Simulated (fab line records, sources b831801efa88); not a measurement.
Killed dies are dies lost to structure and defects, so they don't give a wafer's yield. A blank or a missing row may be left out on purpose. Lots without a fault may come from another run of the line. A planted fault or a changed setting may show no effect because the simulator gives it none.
fab line records | flow sky130
record lots=13 wafers=38 last_day=50
route steps=708 shown FIELD_ISO@18 PWDE@52 NWELL@79 PAD_OPEN@708
lots that met no fault: from a run of the same line without faults
start_h: hours from the record's first day to the start of the lot's first wafer shown | wait_h: hours since the lot's step before | " the same as in the row above | L1.1+2: a row that stands for several wafers | - no value, or no start given | * or withheld: withheld | < > ~ a bound
route shown NAME@n: a module of which the file shows steps, and the number in the route of the first | usual: mean/standard deviation of fault-free wafers | same: alike in all rows | chamber/n: place in a boat | sites: the reading at each site | _std_site: their standard deviation | _edge_site: outer sites' mean less inner sites' | radius_mm: how far each site lies from the wafer's centre | mask NAME#n: copy n | behind: the tool/chamber that last shaped the wafer | hold: why the lot was held/for how many hours/how that ended | device: the transistor (n, p or np) that didn't switch | end of line: the same wafers' tests at the end of the route | a step without rows: its recipe alone | killed: dies lost to structure and defects at the first sort, not the wafer's yield | map: a wafer's dies, x killed, . not, _ none there
set.NAME: the setting as run; set.NAME@STEP: as run at that earlier step | model.NAME: the simulator's own value behind a step, which no gauge read
steps of the route over a sample of lots; a table a step, a row a wafer
services: from which hour (start_h, from the record's first day; less than 0 if before it) a tool's chamber was out of use, for how many hours, and why
## steps
# step SKY_FIELD_ISO_ETCH_17
# recipe target_depth_a=3420 mask_material=Si3N4 chemistry=HBr/Cl2/O2 target=Si taper_deg=5 icp_w=600 bias_w=150 pressure_mtorr=15 HBr_flow_sccm=150 Cl2_flow_sccm=40 O2_flow_sccm=6 time_s=97.7
# usual drypump_motor_current_A=6.1/0.45 oes_product_au=0.998/0.011 throttle_valve_pct=25.658/0.012
# columns lot.wafer tool chamber start_h wait_h drypump_motor_current_A oes_product_au rf_hours_counter_h throttle_valve_pct
L448.2 rie_si-02 0 34.98 0.1 5.5 1.005 24 25.663
L448.3 " 1 " " 5.7 0.990 18 25.661
L448.5 " 0 " " 5.6 0.993 - 25.653
L450.3 rie_si-02 0 45.85 0.0 5.5 0.996 24 25.665
L450.4 " 1 " " 5.7 0.981 18 25.643
L450.5 " 1 " " 5.7 0.990 - 25.654
L451.1 rie_si-02 2 51.95 0.1 6.8 1.011 90 25.638
L451.2 " 3 " " 6.0 0.994 0 25.652
L451.5 " 1 " " 5.7 0.985 - 25.676
L453.1 rie_si-01 2 59.89 0.1 6.6 1.004 125 25.653
L453.2 " 0 " " 5.7 0.988 15 25.669
L453.3 " 1 " " 6.5 0.990 155 25.661
L454.1 rie_si-02 1 65.78 0.1 5.7 0.989 18 25.667
L454.5 " 3 " " 6.0 1.001 - 25.665
L454.6 " 2 " " 6.8 0.998 - 25.659
L455.1 rie_si-01 2 70.10 0.1 6.6 0.998 125 25.663
L455.3 " 3 " " 6.2 0.997 139 25.652
L455.4 " 3 " " 6.2 1.005 - 25.655
L456.1 rie_si-01 3 75.70 0.1 6.2 1.012 139 25.645
L456.4 " 2 " " 6.6 1.014 - 25.644
L456.6 " 0 " " 5.7 0.991 - 25.654
L457.4 rie_si-02 3 82.08 0.0 6.0 0.994 1 25.654
L457.5 " 3 " " 6.0 1.012 - 25.669
L457.6 " 2 " " 6.8 1.013 - 25.644
L458.3 rie_si-01 0 86.05 0.0 5.7 0.983 15 25.679
L458.4 " 2 " " 6.6 1.004 - 25.660
L458.5 " 0 " " 5.7 0.981 - 25.663
L460.3 rie_si-01 0 96.23 0.0 5.7 0.976 15 25.684
L460.6 " 3 " " 6.1 0.905 - 25.714
L461.2 rie_si-01 0 102.43 0.1 5.7 0.974 15 25.677
L461.4 " 2 " " 6.6 0.993 125 25.676
L461.6 " 0 " " 5.7 0.876 - 25.732
L462.1 rie_si-01 1 105.73 0.1 6.6 1.001 0 25.662
L462.2 " 0 " " 5.7 0.987 15 25.665
L462.5 " 2 " " 6.6 0.896 - 25.741
L470.1 rie_si-02 0 149.10 0.1 5.6 1.001 25 25.662
L470.4 " 2 " " 6.8 1.012 91 25.653
L470.5 " 3 " " 6.0 0.983 - 25.655
# step SKY_PWDE_OVL_MEAS_07
# usual PWDE_OVL=-0.3/1.5
# columns lot.wafer tool chamber start_h wait_h PWDE_OVL[nm]
L448.2 overlay-02 - 74.86 - 3.6
L448.3 " - " " 2.3
L448.5 " - " " 3.4
L450.3 overlay-02 - 84.83 - -1.0
L450.4 " - " " -1.3
L450.5 " - " " 0.4
L451.1 overlay-01 - 93.06 - 0.9
L451.2 " - " " 0.4
L451.5 " - " " 1.4
L453.1 overlay-01 - 101.42 - -1.5
L453.2 " - " " 0.5
L453.3 " - " " -0.7
L454.1 overlay-01 - 106.47 - -0.5
L454.5 " - " " -1.5
L454.6 " - " " 1.6
L455.1 overlay-02 - 110.51 - 0.8
L455.3 " - " " 0.5
L455.4 " - " " 1.4
L456.1 overlay-02 - 118.21 - -1.7
L456.4 " - " " -1.1
L456.6 " - " " -0.8
L457.4 overlay-02 - 126.04 - -1.7
L457.5 " - " " -0.5
L457.6 " - " " 0.1
L458.3 overlay-01 - 136.02 - -1.6
L458.4 " - " " -0.2
L458.5 " - " " 0.4
L460.3 overlay-01 - 143.93 - 1.1
L460.6 " - " " -1.3
L461.2 overlay-02 - 149.98 - -0.4
L461.4 " - " " -0.4
L461.6 " - " " -1.7
L462.1 overlay-02 - 154.87 - -0.2
L462.2 " - " " -1.3
L462.5 " - " " -1.7
L470.1 overlay-02 - 201.11 - -0.2
L470.4 " - " " -1.2
L470.5 " - " " 0.1
# step SKY_PWDE_STRIP_09
# recipe chemistry=O2/N2 power_w=1400 pressure_mtorr=1500 platen_temp_c=withheld o2_flow_sccm=3000 n2_flow_sccm=300 overash_fraction=0.5
# usual drypump_motor_current_A=5.7/0.43 oes_product_au=0.723/0.0045 strip_time_to_endpoint_s=36.94/0.11
# columns lot.wafer tool chamber start_h wait_h drypump_motor_current_A oes_product_au rf_hours_counter_h strip_time_to_endpoint_s
L448.2 plasma_asher-03 1 75.04 0.1 4.9 0.722 40 36.98
L448.3 " 1 " " 4.9 0.722 - 36.91
L448.5 " 0 " " 5.2 0.723 - 36.94
L450.3 plasma_asher-02 0 85.04 0.1 5.7 0.726 - 36.89
L450.4 " 1 " " 5.8 0.730 - 36.84
L450.5 " 0 " " 5.7 0.719 - 36.78
L451.1 plasma_asher-04 0 93.24 0.1 5.8 0.730 40 37.10
L451.2 " 1 " " 6.2 0.726 40 37.10
L451.5 " 0 " " 5.9 0.727 - 36.97
L453.1 plasma_asher-03 0 101.60 0.1 5.3 0.715 43 37.18
L453.2 " 1 " " 4.9 0.723 43 37.07
L453.3 " 1 " " 4.9 0.723 - 37.06
L454.1 plasma_asher-04 0 106.66 0.1 5.9 0.714 42 37.01
L454.5 " 1 " " 6.3 0.721 - 37.17
L454.6 " 0 " " 5.9 0.721 - 37.08
L455.1 plasma_asher-04 1 110.69 0.1 6.2 0.725 42 36.85
L455.3 " 1 " " 6.3 0.723 - 36.91
L455.4 " 0 " " 5.8 0.725 - 36.85
L456.1 plasma_asher-02 0 118.39 0.1 5.7 0.720 31 36.94
L456.4 " 0 " " 5.7 0.719 - 36.89
L456.6 " 0 " " 5.7 0.717 - 36.93
L457.4 plasma_asher-02 1 126.24 0.1 5.8 0.722 - 37.15
L457.5 " 0 " " 5.7 0.721 - 37.08
L457.6 " 1 " " 5.8 0.725 - 37.11
L458.3 plasma_asher-02 0 136.23 0.1 5.7 0.718 - 36.89
L458.4 " 1 " " 5.8 0.730 - 36.93
L458.5 " 1 " " 5.8 0.720 - 36.85
L460.3 plasma_asher-02 1 144.14 0.1 5.8 0.723 - 36.85
L460.6 " 1 " " 5.8 0.726 - 36.97
L461.2 plasma_asher-03 1 150.16 0.1 4.9 0.725 3 36.79
L461.4 " 1 " " 4.8 0.724 - 36.83
L461.6 " 0 " " 5.3 0.732 - 36.83
L462.1 plasma_asher-03 0 155.06 0.1 5.3 0.722 4 37.00
L462.2 " 1 " " 4.9 0.716 4 36.94
L462.5 " 1 " " 4.9 0.723 - 36.99
L470.1 plasma_asher-04 0 201.29 0.1 5.9 0.729 51 36.86
L470.4 " 1 " " 6.2 0.721 - 36.85
L470.5 " 0 " " 5.9 0.722 - 36.82
# step SKY_NWELL_TW_MEAS_26
# usual NWELL_2_TW=497.4/2.6
# columns lot.wafer tool chamber start_h wait_h NWELL_2_TW
L448.2 film_metro-02 - 110.68 0.1 497.4
L448.3 " - " " 497.3
L448.5 " - " " 493.9
L450.3 film_metro-02 - 120.29 0.1 496.3
L450.4 " - " " 495.5
L450.5 " - " " 495.5
L451.1 film_metro-03 - 128.87 0.1 497.7
L451.2 " - " " 499.3
L451.5 " - " " 498.8
L453.1 film_metro-02 - 139.31 0.1 498.5
L453.2 " - " " 496.3
L453.3 " - " " 496.7
L454.1 film_metro-01 - 145.57 0.1 502.5
L454.5 " - " " 499.9
L454.6 " - " " 499.9
L455.1 film_metro-02 - 147.89 0.1 495.0
L455.3 " - " " 494.2
L455.4 " - " " 493.4
L456.1 film_metro-03 - 156.97 0.1 496.9
L456.4 " - " " 496.3
L456.6 " - " " 496.7
L457.4 film_metro-03 - 165.30 0.1 495.2
L457.5 " - " " 494.6
L457.6 " - " " 497.9
L458.3 film_metro-02 - 176.51 0.1 504.5
L458.4 " - " " 503.8
L458.5 " - " " 502.7
L460.3 film_metro-01 - 185.24 0.1 498.9
L460.6 " - " " 499.4
L461.2 film_metro-01 - 191.37 0.1 501.5
L461.4 " - " " 499.8
L461.6 " - " " 499.3
L462.1 film_metro-02 - 196.34 0.1 499.8
L462.2 " - " " 496.5
L462.5 " - " " 497.1
L470.1 film_metro-03 - 248.09 0.1 493.8
L470.4 " - " " 495.3
L470.5 " - " " 495.5
# step SKY_PAD_OPEN_PROBE_99
# usual killed_at_M0_to_M3=44/6.5 killed_at_M4_up=3.3/1.7 killed_at_contacts=25/5.3 killed_at_front_end=15/5 killed_at_other=0.2/0.47 killed_dies=87/9.9 killed_open=47/8 killed_short=39/6.1
# same gross_dies=492 killed_at_back_side=0
# columns lot.wafer tool chamber start_h wait_h killed_at_M0_to_M3 killed_at_M4_up killed_at_contacts killed_at_front_end killed_at_other killed_dies killed_open killed_short
L448.2 prober-02 - 1081.83 0.1 39 3 22 16 0 80 42 38
L448.3 prober-02 - 1081.88 0.2 44 4 24 15 0 87 47 40
L448.5 prober-02 - 1081.98 0.2 45 5 22 21 0 93 51 42
L450.3 prober-02 - 1092.58 0.2 43 4 20 16 0 83 40 43
L450.4 prober-02 - 1092.63 0.2 53 2 33 27 1 116 65 51
L450.5 prober-02 - 1092.68 0.2 44 1 26 16 0 87 49 38
L451.1 prober-01 - 1104.95 0.1 31 3 29 12 1 76 37 39
L451.2 prober-01 - 1105.00 0.1 37 0 29 13 0 79 53 26
L451.5 prober-01 - 1105.15 0.2 54 1 24 13 0 92 57 35
L453.1 prober-01 - 1113.48 0.1 39 1 24 12 0 76 43 33
L453.2 prober-01 - 1113.53 0.1 42 4 18 15 0 79 41 38
L453.3 prober-01 - 1113.58 0.2 46 3 24 14 0 87 49 38
L454.1 prober-02 - 1116.41 0.1 45 3 26 19 0 93 51 42
L454.5 prober-02 - 1116.61 0.2 47 4 25 10 1 87 47 40
L454.6 prober-02 - 1116.66 0.2 58 0 31 15 0 104 59 45
L455.1 prober-01 - 1123.38 0.1 50 5 33 15 1 104 64 40
L455.3 prober-01 - 1123.48 0.2 48 5 17 16 2 88 46 42
L455.4 prober-01 - 1123.53 0.2 35 2 29 12 0 78 48 30
L456.1 prober-02 - 1128.40 0.1 50 1 22 13 0 86 57 29
L456.4 prober-02 - 1128.55 0.2 43 2 19 31 0 95 43 52
L456.6 prober-02 - 1128.65 0.2 38 0 26 15 0 79 47 32
L457.4 prober-01 - 1135.39 0.2 39 1 29 7 1 77 43 34
L457.5 prober-01 - 1135.44 0.2 59 5 27 11 0 102 55 47
L457.6 prober-01 - 1135.49 0.2 38 3 24 14 0 79 46 33
L458.3 prober-02 - 1147.92 0.2 40 3 22 12 0 77 35 42
L458.4 prober-02 - 1147.97 0.2 46 3 34 6 0 89 53 36
L458.5 prober-02 - 1148.02 0.2 38 5 31 9 0 83 53 30
L460.3 prober-02 - 1154.33 0.2 39 1 23 9 0 72 32 40
L460.6 prober-02 - 1154.48 0.2 45 6 18 10 1 80 40 40
L461.2 prober-01 - 1161.73 0.1 45 4 23 17 0 89 41 48
L461.4 prober-01 - 1161.83 0.2 45 7 35 7 0 94 54 40
L461.6 prober-01 - 1161.93 0.2 40 3 21 16 0 80 39 41
L462.1 prober-02 - 1164.94 0.1 41 3 21 15 0 80 35 45
L462.2 prober-02 - 1164.99 0.1 49 4 21 25 0 99 55 44
L462.5 prober-02 - 1165.14 0.2 47 4 19 15 0 85 39 46
L470.1 prober-02 - 1200.39 0.1 42 2 29 21 1 95 56 39
L470.4 prober-02 - 1200.54 0.2 42 5 31 12 0 90 50 40
L470.5 prober-02 - 1200.59 0.2 51 3 27 11 0 92 61 31
# killed by level:class
L448.2 VIA1:geometric_particle:open=11 VIA1:geometric_particle:short=8 LI_CONTACT:geometric_particle:open=7 CONTACT:geometric_particle:short=6 CONTACT:geometric_particle:open=6 FIELD_ISO:geometric_particle:open=5 METAL2:geometric_particle:short=5 METAL1:geometric_particle:short=4
L448.3 METAL2:geometric_particle:short=10 LI_CONTACT:geometric_particle:open=8 CONTACT:geometric_particle:open=8 VIA2:geometric_particle:open=7 VIA3:geometric_particle:open=7 LOCAL_INTERCONNECT:geometric_particle:short=6 FIELD_ISO:geometric_particle:open=5 FIELD_ISO:geometric_particle:short=5
L448.5 VIA1:geometric_particle:open=11 FIELD_ISO:geometric_particle:short=8 FIELD_ISO:geometric_particle:open=7 LOCAL_INTERCONNECT:geometric_particle:short=6 LI_CONTACT:geometric_particle:open=6 CONTACT:geometric_particle:open=6 VIA2:geometric_particle:short=5 METAL1:geometric_particle:short=5
L450.3 VIA1:geometric_particle:open=10 LI_CONTACT:geometric_particle:open=9 METAL1:geometric_particle:short=7 VIA2:geometric_particle:open=6 VIA3:geometric_particle:short=5 CONTACT:geometric_particle:open=4 METAL4:geometric_particle:short=4 FIELD_ISO:geometric_particle:short=3
L450.4 CONTACT:geometric_particle:open=10 LI_CONTACT:geometric_particle:open=10 FIELD_ISO:geometric_particle:open=9 METAL2:geometric_particle:short=9 VIA1:geometric_particle:open=9 VIA2:geometric_particle:open=8 CONTACT:geometric_particle:short=6 VIA1:geometric_particle:short=6
L450.5 CONTACT:geometric_particle:open=10 VIA1:geometric_particle:open=10 LI_CONTACT:geometric_particle:open=7 VIA2:geometric_particle:open=6 FIELD_ISO:geometric_particle:short=5 METAL1:geometric_particle:short=5 VIA3:geometric_particle:open=5 CONTACT:geometric_particle:short=4
L451.1 CONTACT:geometric_particle:open=12 VIA2:geometric_particle:open=6 CONTACT:geometric_particle:short=6 METAL2:geometric_particle:short=6 LI_CONTACT:geometric_particle:open=5 LI_CONTACT:geometric_particle:short=5 VIA3:geometric_particle:short=4 METAL3:geometric_particle:short=3
L451.2 CONTACT:geometric_particle:open=10 VIA1:geometric_particle:open=9 VIA3:geometric_particle:open=9 LI_CONTACT:geometric_particle:open=5 POLY_GATE:geometric_particle:open=4 LI_CONTACT:geometric_particle:short=4 LOCAL_INTERCONNECT:geometric_particle:short=4 FIELD_ISO:geometric_particle:open=3
L451.5 VIA1:geometric_particle:open=17 CONTACT:geometric_particle:open=12 LI_CONTACT:geometric_particle:open=7 VIA1:geometric_particle:short=7 VIA3:geometric_particle:open=6 FIELD_ISO:geometric_particle:short=5 METAL1:geometric_particle:short=5 VIA2:geometric_particle:open=5
L453.1 VIA1:geometric_particle:open=10 LI_CONTACT:geometric_particle:open=8 CONTACT:geometric_particle:open=8 VIA2:geometric_particle:short=5 VIA2:geometric_particle:open=5 VIA3:geometric_particle:open=5 POLY_GATE:geometric_particle:short=4 METAL1:geometric_particle:short=4
L453.2 VIA1:geometric_particle:open=10 VIA2:geometric_particle:open=9 CONTACT:geometric_particle:open=7 METAL1:geometric_particle:short=6 METAL2:geometric_particle:short=6 FIELD_ISO:geometric_particle:short=4 SONOS_ONO:geometric_particle:open=4 LOCAL_INTERCONNECT:geometric_particle:short=4
L453.3 VIA1:geometric_particle:open=10 LI_CONTACT:geometric_particle:open=9 VIA2:geometric_particle:open=8 METAL2:geometric_particle:short=7 VIA1:geometric_particle:short=7 CONTACT:geometric_particle:open=6 FIELD_ISO:geometric_particle:open=4 VIA3:geometric_particle:open=4
L454.1 VIA1:geometric_particle:open=14 CONTACT:geometric_particle:open=12 LI_CONTACT:geometric_particle:open=7 METAL1:geometric_particle:short=7 POLY_GATE:geometric_particle:short=6 METAL2:geometric_particle:short=5 VIA1:geometric_particle:short=4 VIA2:geometric_particle:open=4
L454.5 VIA1:geometric_particle:open=11 VIA2:geometric_particle:open=8 CONTACT:geometric_particle:open=7 LI_CONTACT:geometric_particle:open=6 CONTACT:geometric_particle:short=6 METAL2:geometric_particle:short=5 VIA2:geometric_particle:short=5 LOCAL_INTERCONNECT:geometric_particle:short=4
L454.6 CONTACT:geometric_particle:open=17 VIA1:geometric_particle:open=14 VIA2:geometric_particle:open=8 VIA3:geometric_particle:open=7 VIA1:geometric_particle:short=7 FIELD_ISO:geometric_particle:open=6 METAL1:geometric_particle:short=6 VIA2:geometric_particle:short=6
L455.1 VIA1:geometric_particle:open=15 CONTACT:geometric_particle:open=13 LI_CONTACT:geometric_particle:open=11 VIA3:geometric_particle:open=9 METAL2:geometric_particle:short=7 POLY_GATE:geometric_particle:short=6 POLY_GATE:geometric_particle:open=5 CONTACT:geometric_particle:short=5
L455.3 VIA1:geometric_particle:open=12 METAL2:geometric_particle:short=9 CONTACT:geometric_particle:open=8 VIA2:geometric_particle:open=7 FIELD_ISO:geometric_particle:open=5 POLY_GATE:geometric_particle:short=4 CONTACT:geometric_particle:short=4 METAL1:geometric_particle:short=4
L455.4 CONTACT:geometric_particle:open=17 VIA2:geometric_particle:open=9 VIA2:geometric_particle:short=6 VIA3:geometric_particle:open=6 LOCAL_INTERCONNECT:geometric_particle:short=5 VIA1:geometric_particle:open=5 FIELD_ISO:geometric_particle:short=3 FIELD_ISO:geometric_particle:open=3
L456.1 VIA1:geometric_particle:open=10 LI_CONTACT:geometric_particle:open=9 VIA2:geometric_particle:open=9 CONTACT:geometric_particle:open=8 METAL2:geometric_particle:short=5 METAL1:geometric_particle:short=5 POLY_GATE:geometric_particle:open=4 VIA3:geometric_particle:open=4
L456.4 FIELD_ISO:geometric_particle:open=8 CONTACT:geometric_particle:open=8 METAL1:geometric_particle:short=7 VIA3:geometric_particle:short=7 POLY_GATE:geometric_particle:short=6 VIA1:geometric_particle:open=6 METAL2:geometric_particle:short=6 POLY_CUT:geometric_particle:short=5
L456.6 CONTACT:geometric_particle:open=11 VIA1:geometric_particle:open=11 LI_CONTACT:geometric_particle:open=7 METAL2:geometric_particle:short=7 LI_CONTACT:geometric_particle:short=4 VIA1:geometric_particle:short=4 VIA3:geometric_particle:open=4 FIELD_ISO:geometric_particle:open=3
L457.4 VIA1:geometric_particle:open=13 CONTACT:geometric_particle:open=9 LI_CONTACT:geometric_particle:open=8 METAL1:geometric_particle:short=8 CONTACT:geometric_particle:short=4 VIA3:geometric_particle:open=4 LI_CONTACT:geometric_particle:short=3 LOCAL_INTERCONNECT:geometric_particle:short=3
L457.5 VIA1:geometric_particle:open=17 METAL1:geometric_particle:short=12 CONTACT:geometric_particle:open=10 VIA2:geometric_particle:open=10 VIA1:geometric_particle:short=6 POLY_GATE:geometric_particle:open=5 METAL2:geometric_particle:short=5 LI_CONTACT:geometric_particle:open=4
L457.6 CONTACT:geometric_particle:open=9 VIA1:geometric_particle:open=7 VIA2:geometric_particle:open=7 FIELD_ISO:geometric_particle:open=5 LI_CONTACT:geometric_particle:open=5 VIA3:geometric_particle:open=5 FIELD_ISO:geometric_particle:short=4 LI_CONTACT:geometric_particle:short=4
L458.3 METAL1:geometric_particle:short=13 VIA1:geometric_particle:open=8 LI_CONTACT:geometric_particle:short=5 CONTACT:geometric_particle:open=5 VIA2:geometric_particle:open=5 LOCAL_INTERCONNECT:geometric_particle:short=4 VIA3:geometric_particle:short=4 METAL2:geometric_particle:short=3
L458.4 CONTACT:geometric_particle:open=11 VIA1:geometric_particle:open=10 LI_CONTACT:geometric_particle:open=9 VIA2:geometric_particle:open=7 CONTACT:geometric_particle:short=6 VIA3:geometric_particle:open=6 METAL2:geometric_particle:short=6 LOCAL_INTERCONNECT:geometric_particle:short=4
L458.5 VIA1:geometric_particle:open=13 CONTACT:geometric_particle:open=10 VIA2:geometric_particle:open=9 LI_CONTACT:geometric_particle:open=9 LOCAL_INTERCONNECT:geometric_particle:short=5 CONTACT:geometric_particle:short=5 METAL1:geometric_particle:short=4 VIA3:geometric_particle:open=4
L460.3 CONTACT:geometric_particle:open=10 METAL2:geometric_particle:short=7 VIA3:geometric_particle:open=7 METAL3:geometric_particle:short=6 METAL1:geometric_particle:short=5 LI_CONTACT:geometric_particle:open=4 VIA1:geometric_particle:open=4 VIA3:geometric_particle:short=4
L460.6 VIA1:geometric_particle:open=15 METAL1:geometric_particle:short=8 METAL2:geometric_particle:short=8 METAL4:geometric_particle:short=5 LI_CONTACT:geometric_particle:open=5 CONTACT:geometric_particle:open=5 VIA2:geometric_particle:open=5 CONTACT:geometric_particle:short=4
L461.2 VIA1:geometric_particle:open=14 CONTACT:geometric_particle:short=8 FIELD_ISO:geometric_particle:short=6 LOCAL_INTERCONNECT:geometric_particle:short=6 CONTACT:geometric_particle:open=6 FIELD_ISO:geometric_particle:open=5 VIA1:geometric_particle:short=5 VIA2:geometric_particle:open=5
L461.4 CONTACT:geometric_particle:open=14 LI_CONTACT:geometric_particle:open=11 VIA2:geometric_particle:open=9 VIA3:geometric_particle:open=9 VIA1:geometric_particle:short=7 CONTACT:geometric_particle:short=6 POLY_GATE:geometric_particle:open=4 VIA1:geometric_particle:open=4
L461.6 CONTACT:geometric_particle:open=10 VIA1:geometric_particle:open=7 VIA3:geometric_particle:open=6 VIA1:geometric_particle:short=6 LOCAL_INTERCONNECT:geometric_particle:short=5 VIA3:geometric_particle:short=5 FIELD_ISO:geometric_particle:open=4 POLY_GATE:geometric_particle:open=4
L462.1 LI_CONTACT:geometric_particle:open=8 CONTACT:geometric_particle:open=7 METAL1:geometric_particle:short=7 VIA1:geometric_particle:open=6 METAL2:geometric_particle:short=6 VIA2:geometric_particle:short=6 FIELD_ISO:geometric_particle:short=5 POLY_GATE:geometric_particle:short=4
L462.2 VIA1:geometric_particle:open=11 VIA3:geometric_particle:open=10 METAL2:geometric_particle:short=9 CONTACT:geometric_particle:open=8 VIA2:geometric_particle:open=8 FIELD_ISO:geometric_particle:open=6 FIELD_ISO:geometric_particle:short=6 POLY_GATE:geometric_particle:open=4
L462.5 VIA1:geometric_particle:open=10 METAL1:geometric_particle:short=7 LI_CONTACT:geometric_particle:open=6 CONTACT:geometric_particle:open=6 METAL2:geometric_particle:short=6 VIA3:geometric_particle:short=6 VIA1:geometric_particle:short=5 FIELD_ISO:geometric_particle:short=4
L470.1 CONTACT:geometric_particle:open=12 LI_CONTACT:geometric_particle:open=9 VIA1:geometric_particle:open=9 METAL2:geometric_particle:short=8 VIA1:geometric_particle:short=7 FIELD_ISO:geometric_particle:open=6 FIELD_ISO:geometric_particle:short=4 POLY_GATE:geometric_particle:open=4
L470.4 LI_CONTACT:geometric_particle:open=10 CONTACT:geometric_particle:open=10 VIA1:geometric_particle:open=7 VIA3:geometric_particle:open=7 METAL2:geometric_particle:short=5 LI_CONTACT:geometric_particle:short=4 VIA1:geometric_particle:short=4 CONTACT:geometric_particle:short=4
L470.5 VIA2:geometric_particle:open=14 LI_CONTACT:geometric_particle:open=11 VIA1:geometric_particle:open=9 VIA1:geometric_particle:short=8 CONTACT:geometric_particle:open=8 METAL2:geometric_particle:short=6 VIA3:geometric_particle:open=6 LI_CONTACT:geometric_particle:short=4
## services
# columns tool chamber start_h hours kind
plasma_asher-04 - 36.22 3.0 repair
rie_si-02 0 52.71 3.5 repair
rie_si-01 1 60.76 - clean
rie_si-01 1 60.76 28.0 scheduled_down
rie_si-01 1 60.76 28.0 vent_cycle
plasma_asher-03 - 95.94 0.7 repair
plasma_asher-03 - 108.75 9.0 pm
plasma_asher-03 0 108.75 9.0 vent_cycle
plasma_asher-03 1 108.75 9.0 vent_cycle
plasma_asher-03 0 117.75 - clean
plasma_asher-03 1 117.75 - clean
rie_si-01 3 127.38 - clean
rie_si-01 3 127.38 30.9 scheduled_down
rie_si-01 3 127.38 30.9 vent_cycle
plasma_asher-02 - 148.94 16.0 pm
plasma_asher-02 - 171.47 1.2 repair
rie_si-01 2 188.77 - clean
rie_si-01 2 188.77 14.4 scheduled_down
rie_si-01 2 188.77 14.4 vent_cycle
## key
first_sign step=SKY_FIELD_ISO_ETCH_17 reading=oes_product_au direction=down sigmas=9.8 usual=0.998 struck=0.892
effect step=SKY_FIELD_ISO_ETCH_17 reading=throttle_valve_pct direction=up sigmas=5.8 usual=25.658 struck=25.729
met_at SKY_FIELD_ISO_ETCH_17
struck_lots L460,L461,L462
struck_wafers L460.6,L461.6,L462.5
tester_left_out L460,L461,L462
not_acting_at SKY_PWDE_OVL_MEAS_07,SKY_PWDE_STRIP_09,SKY_NWELL_TW_MEAS_26
onset_between 86.05 96.23
fault kind=process_parameter_drift tool=rie_si-01 chamber=- onset_h=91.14 steps=SKY_FIELD_ISO_ETCH_17 channel=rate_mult offset=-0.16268 shape=step end_h=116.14 scope=struck_wafers_only
# tester_left_out: of these lots the tester's yield and bins aren't shown, on N5 and GAA mostly nor the transistor test; their killed dies are dies lost to structure and defects alone, not to doping, threshold or leakage, so they don't give the yield
